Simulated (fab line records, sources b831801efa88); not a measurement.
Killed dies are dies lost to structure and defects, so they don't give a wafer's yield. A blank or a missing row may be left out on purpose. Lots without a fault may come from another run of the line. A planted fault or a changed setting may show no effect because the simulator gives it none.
Chamber matching | flow gf180mcu | GF_STI_CMP_25 on cmp-01: 4 sister chambers
The step polishes, stops on Si3N4, t overpolish 33 s, target thk 524.6 nm. 45 wafers are shown with their chamber, then 12 later ones without.

WAFERS WITH THEIR CHAMBER
wafer  | chamber | motor_current_A (A) | time_to_endpoint_s (s) | head_pressure_psi (psi)
L074.1 | 2       | 11.7                | 122                    | 4.010
L074.2 | 3       | 13.4                | 127                    | 3.996
L074.3 | 1       | 11.8                | 122                    | 3.998
L076.1 | 0       | 12.9                | 126                    | 4.001
L076.2 | 1       | 12.5                | 121                    | 4.007
L076.3 | 3       | 13.4                | 118                    | 3.996
L077.1 | 0       | 13.1                | 126                    | 3.995
L077.2 | 3       | 13.2                | 121                    | 4.005
L077.4 | 2       | 12.0                | 124                    | 3.999
L077.3 | 1       | 12.3                | 128                    | 3.990
L077.5 | 2       | 11.2                | 122                    | 3.988
L077.6 | 3       | 13.3                | 124                    | 4.004
L078.1 | 3       | 14.3                | 123                    | 4.005
L078.2 | 0       | 12.5                | 128                    | 4.006
L078.4 | 2       | 11.9                | 122                    | 3.992
L078.3 | 1       | 12.2                | 120                    | 3.990
L078.5 | 1       | 11.8                | 126                    | 3.994
L078.6 | 0       | 12.1                | 127                    | 3.987
L079.1 | 0       | 13.1                | 123                    | 4.003
L079.4 | 2       | 12.0                | 118                    | 4.015
L079.6 | 0       | 12.7                | 124                    | 4.011
L079.2 | 1       | 11.9                | 122                    | 3.994
L079.3 | 3       | 12.6                | 122                    | 3.998
L079.5 | 1       | 11.6                | 121                    | 3.985
L080.2 | 1       | 12.3                | 129                    | 3.996
L080.5 | 1       | 12.0                | 124                    | 4.000
L080.6 | 2       | 11.7                | 123                    | 4.007
L080.1 | 2       | 11.9                | 124                    | 4.015
L080.3 | 3       | 12.9                | 122                    | 4.006
L080.4 | 0       | 12.4                | 128                    | 3.987
L083.2 | 2       | 11.7                | 121                    | 4.000
L083.3 | 0       | 12.6                | 122                    | 3.995
L083.5 | 3       | 14.1                | 123                    | 4.001
L086.3 | 0       | 12.7                | 122                    | 4.005
L086.5 | 1       | 11.9                | 120                    | 4.000
L086.6 | 2       | 11.5                | 120                    | 4.004
L087.1 | 2       | 11.5                | 119                    | 3.985
L087.2 | 0       | 12.3                | 119                    | 3.987
L087.3 | 3       | 12.6                | 114                    | 3.997
L089.2 | 1       | 11.9                | 128                    | 4.004
L089.4 | 3       | 12.9                | 134                    | 3.992
L089.5 | 0       | 12.5                | 131                    | 4.002
L090.1 | 0       | 12.4                | 123                    | 4.003
L090.3 | 3       | 14.2                | 122                    | 4.005
L090.6 | 1       | 11.6                | 127                    | 4.002

SIGNATURES (means of the wafers above)
reading            | chamber 0 | chamber 1 | chamber 2 | chamber 3 | scatter within a chamber
motor_current_A    | 12.608    | 11.983    | 11.710    | 13.355    | 0.391
time_to_endpoint_s | 124.92    | 124.00    | 121.50    | 122.73    | 3.62
head_pressure_psi  | 3.99850   | 3.99667   | 4.00150   | 4.00045   | 0.00773
Rule: a wafer's distance from a chamber is the root of the sum, over the readings, of the square of ((its reading less the chamber's mean) divided by the reading's scatter). The wafer belongs to the nearest chamber; if the next one is less than 2 further off, it can't be placed. The scatter: the root of (the sum of the squares of (reading less its chamber's mean) over the shown wafers, divided by (wafers less chambers)).

WAFERS WITHOUT THEIR CHAMBER
wafer  | motor_current_A (A) | time_to_endpoint_s (s) | head_pressure_psi (psi)
L090.2 | 11.8                | 124                    | 4.004
L090.4 | 11.4                | 121                    | 3.990
L090.5 | 11.9                | 128                    | 4.009
L092.1 | 12.7                | 124                    | 4.006
L092.2 | 11.4                | 122                    | 3.997
L092.4 | 13.2                | 120                    | 3.989
L093.1 | 14.0                | 125                    | 3.999
L093.2 | 12.9                | 133                    | 3.997
L093.5 | 12.6                | 124                    | 4.011
L094.1 | 12.3                | 128                    | 3.980
L094.4 | 12.2                | 129                    | 4.009
L094.6 | 12.8                | 124                    | 3.989

WHICH CHAMBER EACH WENT THROUGH
wafer  | from the rows above               | in truth
L090.2 | can't be placed: 2 or 1 or 0      | 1
L090.4 | can't be placed: 2 or 1 or 0      | 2
L090.5 | can't be placed: 1 or 2 or 0      | 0
L092.1 | can't be placed: 0 or 3 or 1 or 2 | 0
L092.2 | can't be placed: 2 or 1           | 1
L092.4 | can't be placed: 3 or 0 or 1      | 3
L093.1 | can't be placed: 3 or 0           | 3
L093.2 | can't be placed: 0 or 3 or 1      | 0
L093.5 | can't be placed: 0 or 3 or 1 or 2 | 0
L094.1 | can't be placed: 1 or 0 or 2 or 3 | 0
L094.4 | can't be placed: 0 or 1 or 2 or 3 | 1
L094.6 | can't be placed: 0 or 3 or 1 or 2 | 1
Placed correctly: 0 of 12. Can't be placed from these rows: 12 (the true chamber is among the candidates in 12). Placed wrongly: 0.
